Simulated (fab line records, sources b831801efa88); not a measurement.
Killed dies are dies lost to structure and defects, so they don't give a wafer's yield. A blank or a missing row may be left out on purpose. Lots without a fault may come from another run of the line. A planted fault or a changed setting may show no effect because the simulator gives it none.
Which tool did it? | flow sky130 | 11 lots, 31 wafers sampled, at 1 step of a route of 708

WHAT THE GAUGES READ, wafer by wafer
SKY_LI_CONTACT_OVL_MEAS_13. Usual: LI_CONTACT_OVL -4 nm, standard deviation 4.7.
lot  | measured     | on         | LI_CONTACT_OVL (nm) | flag
L531 | day 29 17:49 | overlay-01 | -6 -8 -10           |
L532 | day 30 05:07 | overlay-01 | -9 -5 -7            |
L533 | day 30 11:29 | overlay-02 | -12 -7 -13          |
L534 | day 31 03:58 | overlay-02 | -6 -8 -5            |
L536 | day 32 00:13 | overlay-02 | 5 3 1               |
L537 | day 32 08:56 | overlay-02 | -4 1 -4             |
L539 | day 32 18:44 | overlay-02 | -2 -1 1             |
L540 | day 32 22:44 | overlay-02 | 1 -5 -11            |
L541 | day 33 11:10 | overlay-02 | -3 -9 -3            |
L545 | day 34 11:53 | overlay-02 | -9 -3               |
L550 | day 35 23:54 | overlay-02 | 4 -5                |

WHICH TOOL RAN EACH LOT (tool, then ch and the chambers of the sampled wafers, then the start)
The record holds no process step before these readings.

WHAT THE TOOLS THEMSELVES READ (means of the sampled wafers that have a number; where no wafer has one, the mark that the record gives instead)
The record holds no such reading with a usual standard deviation.

THE ANSWER, worked out from the rows above alone
Rule: a lot is off if the mean of its wafers that have a number lies more than 3 standard deviations from the usual mean. A lot without any number at a reading at which 4 lots or more have one is off too. The other lots that the step has rows for count as sound. The gauges are gone through in route order, then the tools' own readings, and for those a lot's mean is taken as printed above. The first step at which some lot is off is used, and at that step the reading that is off furthest; a lot without a number counts as furthest.
No lot is off at any reading shown: from this, nothing can be told.

WHAT THE SIMULATOR HAD PUT IN
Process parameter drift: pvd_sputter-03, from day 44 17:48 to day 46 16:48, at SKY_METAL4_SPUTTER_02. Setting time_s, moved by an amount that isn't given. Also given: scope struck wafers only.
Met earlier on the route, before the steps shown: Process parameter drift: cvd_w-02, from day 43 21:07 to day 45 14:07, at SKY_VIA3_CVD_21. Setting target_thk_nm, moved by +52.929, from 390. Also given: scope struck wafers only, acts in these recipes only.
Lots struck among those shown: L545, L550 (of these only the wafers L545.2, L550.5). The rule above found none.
